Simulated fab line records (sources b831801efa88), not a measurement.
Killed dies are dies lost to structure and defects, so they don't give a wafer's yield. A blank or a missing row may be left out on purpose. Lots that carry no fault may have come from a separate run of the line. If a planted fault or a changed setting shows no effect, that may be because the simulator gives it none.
fab line records	flow sky130
record: lots: 15	wafers: 45	last_day: 50
route steps=708 shown METAL1@438 VIA1@474 METAL2@495
lots with no fault: from the same line, run without faults
start_h: start of the lot's first displayed wafer, in hours after the record's first day	wait_h: time in hours since the lot's previous step	" identical to the entry in the row above	L1.1+2: a single row standing in for several wafers	- either no value or no given start	* or withheld: withheld	< > ~ a bound
route shown NAME@n: a module of which the file shows steps, and the number in the route of the first	usual: mean and standard deviation over wafers with no fault	same: alike in all rows	chamber/n: place in a boat	sites: per-site readings	_std_site: standard deviation across them	_edge_site: outer sites' mean less inner sites'	radius_mm: how far each site lies from the wafer's centre	mask NAME#n: copy n	behind: the last tool/chamber to shape the wafer	hold: reason for holding the lot/hours on hold/outcome of the hold	device: whichever transistor did not switch (one of n, p or np)	end of line: the route-end tests of the same wafers	step lacking rows: just its recipe	killed: dies that structure and defects cost at the first sort, which is not the same as the wafer's yield	map: the dies of a wafer, with x for killed, . for not killed, _ for no die there
set.NAME: the run value of the setting; set.NAME@STEP: its run value at that earlier step	model.NAME: the simulator's own value behind a step, which no gauge read
a sample of lots followed through the steps of the route, with each step as a table and each wafer as a row
services: a tool's chamber out of use, with start hour (start_h, from the record's first day; less than 0 if before it), hours out, and reason
== steps ==
step: SKY_METAL1_SPUTTER_04
recipe: material: TiN	target_thk_nm: 70	power_w: 6500	time_s: 58.3	chamber_pressure_pa: 0.4
usual: throttle_valve_pct: 30.0/0.66
lot.wafer	tool	chamber	start_h	wait_h	throttle_valve_pct
L184.1	pvd_sputter-01	-	739.72	0.0	30.5
L184.3	"	-	"	"	31.2
L184.6	"	-	"	"	30.0
L186.1	pvd_sputter-04	-	759.31	0.0	29.7
L186.2	"	-	"	"	29.7
L186.5	"	-	"	"	28.9
L187.1	pvd_sputter-02	-	769.63	0.0	30.0
L187.3	"	-	"	"	30.3
L187.4	"	-	"	"	28.9
L189.2	pvd_sputter-04	-	784.73	0.0	29.7
L189.3	"	-	"	"	29.3
L189.5	"	-	"	"	31.1
L191.2	pvd_sputter-01	-	792.48	0.0	29.8
L191.3	"	-	"	"	30.0
L191.5	"	-	"	"	30.2
L190.1	pvd_sputter-04	-	796.23	0.0	29.4
L190.4	"	-	"	"	31.1
L190.6	"	-	"	"	29.5
L192.2	pvd_sputter-01	-	806.93	0.0	30.1
L192.3	"	-	"	"	29.7
L192.6	"	-	"	"	30.0
L193.2	pvd_sputter-02	-	815.29	0.0	29.4
L193.3	"	-	"	"	30.3
L193.5	"	-	"	"	30.1
L194.2	pvd_sputter-04	-	823.85	0.0	29.0
L194.3	"	-	"	"	29.3
L194.5	"	-	"	"	31.2
L195.2	pvd_sputter-01	-	843.74	0.0	29.6
L195.3	"	-	"	"	31.2
L195.4	"	-	"	"	30.2
L200.2	pvd_sputter-01	-	880.46	0.0	29.8
L200.3	"	-	"	"	30.9
L200.4	"	-	"	"	30.0
L199.4	pvd_sputter-02	-	882.98	0.0	30.3
L199.5	"	-	"	"	29.8
L199.6	"	-	"	"	30.3
L202.2	pvd_sputter-02	-	887.47	0.0	30.3
L202.5	"	-	"	"	30.5
L202.6	"	-	"	"	30.7
L203.3	pvd_sputter-01	-	892.93	0.0	30.0
L203.4	"	-	"	"	31.2
L203.6	"	-	"	"	30.0
L205.2	pvd_sputter-04	-	906.26	0.0	31.1
L205.4	"	-	"	"	29.2
L205.5	"	-	"	"	29.4
step: SKY_VIA1_STRIP_16
recipe: chemistry: O2/N2	power_w: 1400	pressure_mtorr: 1500	platen_temp_c: withheld	o2_flow_sccm: 3000	n2_flow_sccm: 300	overash_fraction: 0.5
usual: drypump_motor_current_A: 5.45/0.14	oes_product_au: 0.415/0.0044	strip_time_to_endpoint_s: 4.446/0.025
lot.wafer	tool	chamber	start_h	wait_h	drypump_motor_current_A	oes_product_au	rf_hours_counter_h	strip_time_to_endpoint_s
L184.1	plasma_asher-04	0	795.68	0.0	5.72	0.414	5	4.442
L184.3	"	1	"	"	5.40	0.416	-	4.463
L184.6	"	0	"	"	5.72	0.419	-	4.473
L186.1	plasma_asher-02	0	813.75	0.0	5.48	0.424	66	4.371
L186.2	"	1	"	"	5.53	0.414	66	4.449
L186.5	"	1	"	"	5.52	0.418	-	4.492
L187.1	plasma_asher-01	0	825.38	0.0	5.48	0.420	41	4.439
L187.3	"	0	"	"	5.46	0.418	-	4.472
L187.4	"	1	"	"	5.24	0.417	-	4.444
L189.2	plasma_asher-04	0	839.50	0.0	5.68	0.407	9	4.384
L189.3	"	0	"	"	5.69	0.413	-	4.438
L189.5	"	1	"	"	5.40	0.420	-	4.450
L191.2	plasma_asher-04	1	846.85	0.0	5.38	0.409	10	4.440
L191.3	"	0	"	"	5.69	0.412	-	4.435
L191.5	"	0	"	"	5.68	0.412	-	4.456
L190.1	plasma_asher-02	1	850.00	0.0	5.50	0.412	70	4.453
L190.4	"	1	"	"	5.51	0.415	-	4.408
L190.6	"	0	"	"	5.47	0.414	-	4.459
L192.2	plasma_asher-04	0	860.28	0.0	5.71	0.418	11	4.424
L192.3	"	1	"	"	5.36	0.419	-	4.423
L192.6	"	1	"	"	5.34	0.412	-	4.413
L193.2	plasma_asher-02	1	868.68	0.0	5.52	0.418	72	4.434
L193.3	"	0	"	"	5.48	0.406	-	4.454
L193.5	"	1	"	"	5.52	0.411	-	4.464
L194.2	plasma_asher-04	0	877.25	0.0	5.69	0.412	13	4.446
L194.3	"	1	"	"	5.40	0.422	-	4.485
L194.5	"	0	"	"	5.68	0.421	-	4.463
L195.2	plasma_asher-01	1	896.75	0.0	5.22	0.414	47	4.446
L195.3	"	0	"	"	5.48	0.413	-	4.397
L195.4	"	1	"	"	5.19	0.420	-	4.444
L200.2	plasma_asher-02	1	932.77	0.0	5.48	0.411	78	4.415
L200.3	"	0	"	"	5.48	0.418	-	4.453
L200.4	"	1	"	"	5.53	0.419	-	4.456
L199.4	plasma_asher-02	1	935.55	0.1	5.54	0.406	-	4.450
L199.5	"	1	"	"	5.57	0.413	-	4.438
L199.6	"	0	"	"	5.47	0.415	-	4.459
L202.2	plasma_asher-01	0	939.25	0.0	5.46	0.411	52	4.446
L202.5	"	1	"	"	5.26	0.417	-	4.458
L202.6	"	0	"	"	5.48	0.416	-	4.415
L203.3	plasma_asher-01	0	943.56	0.1	5.48	0.422	-	4.413
L203.4	"	1	"	"	5.27	0.412	-	4.422
L203.6	"	1	"	"	5.24	0.418	-	4.420
L205.2	plasma_asher-02	0	957.55	0.0	5.48	0.412	81	4.415
L205.4	"	1	"	"	5.54	0.410	-	4.439
L205.5	"	1	"	"	5.55	0.414	-	4.419
step: SKY_METAL2_EXPOSE_12
recipe: mask_id: MM2	na: 0.8	source_shape: annular	sigma_inner: 0.55	sigma_outer: 0.85	target_cd_nm: 140	dose_mj: 28
usual: exposure_dose_mJ_cm2: 28.004/0.027	focus_offset_nm: 0.0/0.57
lot.wafer	tool	chamber	start_h	wait_h	mask	exposure_dose_mJ_cm2	focus_offset_nm
L184.1	krf_scanner-01	0	811.03	-	MM2#0	28.064	-0.4
L184.3	"	0	"	"	MM2#0	28.011	0.0
L184.6	"	0	"	"	MM2#0	28.029	0.3
L186.1	krf_scanner-01	0	828.14	-	MM2#0	28.049	-0.4
L186.2	"	0	"	"	MM2#0	27.960	-0.4
L186.5	"	0	"	"	MM2#0	28.000	0.3
L187.1	krf_scanner-01	0	840.43	-	MM2#0	27.960	0.5
L187.3	"	0	"	"	MM2#0	28.017	1.1
L187.4	"	0	"	"	MM2#0	27.983	1.9
L189.2	krf_scanner-01	0	852.60	-	MM2#0	28.006	0.4
L189.3	"	0	"	"	MM2#0	27.971	0.4
L189.5	"	0	"	"	MM2#0	27.969	-0.4
L191.2	krf_scanner-01	0	859.92	-	MM2#0	27.975	-0.3
L191.3	"	0	"	"	MM2#0	28.025	-0.4
L191.5	"	0	"	"	MM2#0	28.008	-0.6
L190.1	krf_scanner-01	0	863.95	-	MM2#0	28.000	0.2
L190.4	"	0	"	"	MM2#0	28.022	-0.3
L190.6	"	0	"	"	MM2#0	28.041	1.5
L192.2	krf_scanner-01	0	875.72	-	MM2#0	27.938	0.4
L192.3	"	0	"	"	MM2#0	27.960	-1.7
L192.6	"	0	"	"	MM2#0	27.953	-1.1
L193.2	krf_scanner-02	0	882.53	-	MM2#0	28.021	0.0
L193.3	"	0	"	"	MM2#0	27.996	0.0
L193.5	"	0	"	"	MM2#0	28.015	-0.4
L194.2	krf_scanner-01	0	891.78	-	MM2#0	28.057	-0.5
L194.3	"	0	"	"	MM2#0	27.992	0.8
L194.5	"	0	"	"	MM2#0	28.042	0.8
L195.2	krf_scanner-02	0	909.91	-	MM2#0	28.018	-0.3
L195.3	"	0	"	"	MM2#0	27.985	-0.1
L195.4	"	0	"	"	MM2#0	27.992	0.8
L200.2	krf_scanner-02	0	947.54	-	MM2#0	28.033	0.0
L200.3	"	0	"	"	MM2#0	28.025	-0.6
L200.4	"	0	"	"	MM2#0	28.042	-0.5
L199.4	krf_scanner-01	-	950.58	-	MM2#0	-	-
L199.5	"	-	"	"	MM2#0	-	-
L199.6	"	-	"	"	MM2#0	-	-
L202.2	krf_scanner-01	-	953.85	-	MM2#0	-	-
L202.5	"	-	"	"	MM2#0	-	-
L202.6	"	-	"	"	MM2#0	-	-
L203.3	krf_scanner-01	-	957.57	-	MM2#0	-	-
L203.4	"	-	"	"	MM2#0	-	-
L203.6	"	-	"	"	MM2#0	-	-
L205.2	krf_scanner-01	0	971.76	-	MM2#0	28.025	-0.1
L205.4	"	0	"	"	MM2#0	27.980	-0.1
L205.5	"	0	"	"	MM2#0	28.017	0.7
step: SKY_METAL2_DESCUM_17
recipe: chemistry: O2	source_power_w: 150	bias_power_w: 0	pressure_mtorr: 10	temp_c: 40	time_s: 8
usual: drypump_motor_current_A: 5.8/0.36	oes_product_au: 1.005/0.015	rf_fwd_power_W: 147.2/0.91	temp_c: 40.02/0.11
lot.wafer	tool	chamber	start_h	wait_h	drypump_motor_current_A	oes_product_au	rf_fwd_power_W	rf_hours_counter_h	temp_c
L184.1	rie_metal-03	1	824.15	0.0	5.3	0.996	146.6	4	39.90
L184.3	"	1	"	"	5.3	0.992	147.0	-	39.96
L184.6	"	0	"	"	6.0	1.009	147.1	-	39.89
L186.1	rie_metal-03	0	842.04	0.0	6.0	1.017	146.5	9	39.80
L186.2	"	1	"	"	5.3	1.001	147.3	5	40.03
L186.5	"	0	"	"	6.0	1.010	146.8	-	40.06
L187.1	rie_metal-02	1	851.95	0.0	5.7	1.021	148.8	3	40.04
L187.3	"	1	"	"	5.8	1.024	149.0	-	39.87
L187.4	"	0	"	"	6.3	0.982	146.4	-	40.07
L189.2	rie_metal-02	1	866.04	0.0	5.7	1.030	148.5	3	40.09
L189.3	"	1	"	"	5.7	1.021	148.3	-	40.09
L189.5	"	0	"	"	6.3	1.000	147.2	-	40.14
L191.2	rie_metal-03	1	873.76	0.0	5.3	0.984	146.0	6	39.93
L191.3	"	1	"	"	5.3	0.986	146.4	-	39.91
L191.5	"	0	"	"	6.0	1.024	145.6	-	39.79
L190.1	rie_metal-02	0	876.89	0.0	6.3	0.998	147.4	8	39.92
L190.4	"	1	"	"	5.7	1.031	148.4	-	39.83
L190.6	"	0	"	"	6.3	0.997	147.4	-	40.10
L192.2	rie_metal-04	1	888.10	0.0	5.2	0.987	146.2	7	40.09
L192.3	"	0	"	"	5.7	1.000	148.4	-	39.83
L192.6	"	0	"	"	5.7	1.000	147.6	-	39.92
L193.2	rie_metal-03	1	896.11	0.0	5.3	0.999	146.8	8	39.95
L193.3	"	0	"	"	6.0	1.013	146.2	-	39.97
L193.5	"	0	"	"	6.0	1.016	147.0	-	40.00
L194.2	rie_metal-04	0	904.41	0.0	5.7	1.001	148.1	6	40.12
L194.3	"	0	"	"	5.7	1.002	148.4	-	39.98
L194.5	"	0	"	"	5.7	1.006	147.3	-	40.23
L195.2	rie_metal-03	0	923.50	0.0	6.0	1.037	146.8	13	39.98
L195.3	"	1	"	"	5.3	1.012	146.9	-	40.01
L195.4	"	0	"	"	6.0	1.016	146.2	-	40.03
L200.2	rie_metal-03	1	959.06	0.0	5.3	0.990	145.9	11	40.02
L200.3	"	1	"	"	5.3	0.978	146.4	-	39.90
L200.4	"	0	"	"	6.0	1.012	146.3	-	40.11
L199.4	rie_metal-02	1	961.70	0.0	5.8	1.019	148.7	-	39.80
L199.5	"	0	"	"	6.3	1.001	146.0	-	40.09
L199.6	"	1	"	"	5.7	1.013	148.3	-	39.93
L202.2	rie_metal-03	0	965.29	0.0	6.0	1.032	146.8	15	40.11
L202.5	"	0	"	"	6.0	1.020	146.8	-	39.92
L202.6	"	1	"	"	5.3	1.000	146.6	-	40.10
L203.3	rie_metal-02	0	969.36	0.0	6.3	1.001	147.1	-	39.92
L203.4	"	1	"	"	5.7	1.010	147.5	-	40.03
L203.6	"	1	"	"	5.7	1.026	148.3	-	39.88
L205.2	rie_metal-02	1	983.35	0.0	5.7	1.016	148.1	9	39.90
L205.4	"	1	"	"	5.7	1.018	148.1	-	40.09
L205.5	"	0	"	"	6.3	0.999	147.5	-	40.15
== services ==
tool	chamber	start_h	hours	kind
krf_scanner-01	-	716.26	0.8	pm
pvd_sputter-01	-	720.75	5.1	repair
plasma_asher-04	-	733.75	9.0	pm
krf_scanner-01	-	739.50	1.3	pm
krf_scanner-02	-	744.03	2.2	repair
rie_metal-02	-	746.32	2.8	pm
plasma_asher-04	-	755.20	0.5	repair
plasma_asher-02	-	783.97	15.6	pm
krf_scanner-01	-	786.35	1.0	pm
krf_scanner-01	-	821.45	4.1	repair
plasma_asher-04	-	823.87	14.6	pm
plasma_asher-02	-	827.59	2.8	pm
krf_scanner-01	-	833.50	1.6	repair
pvd_sputter-02	-	842.70	1.3	repair
plasma_asher-01	-	854.19	14.6	pm
krf_scanner-01	-	880.10	6.0	pm
krf_scanner-01	-	887.10	0.8	pm
pvd_sputter-01	-	887.25	4.3	repair
krf_scanner-01	-	903.46	2.3	repair
krf_scanner-01	-	921.93	1.3	pm
krf_scanner-01	-	955.72	1.0	pm
krf_scanner-01	-	974.24	0.6	repair
rie_metal-02	-	978.75	0.7	repair
pvd_sputter-04	-	980.05	17.3	repair
== key ==
first_sign: step: SKY_METAL2_EXPOSE_12	reading: tool_record	direction: missing
effect none on later readings
met_at SKY_METAL2_EXPOSE_12
struck_lots L199,L202,L203
later_rows_left_out L199.4,L199.5,L199.6,L202.2,L202.5,L202.6,L203.3,L203.4,L203.6
sort_left_out L199.4,L199.5,L199.6,L202.2,L202.5,L202.6,L203.3,L203.4,L203.6
not_acting_at SKY_METAL1_SPUTTER_04,SKY_VIA1_STRIP_16,SKY_METAL2_DESCUM_17
onset_between 891.78 950.58
fault: kind: skipped_step_whole	tool: krf_scanner-01	chamber: -	onset_h: 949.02	steps: SKY_METAL2_EXPOSE_12	scope: struck_lots_only
sort_left_out: the simulated sort isn't trusted on such a fault, so these wafers' sort isn't shown, and their yield isn't known
later_rows_left_out: the simulator's readings of these wafers behind a module that went badly wrong aren't trusted and aren't shown, but for the sort
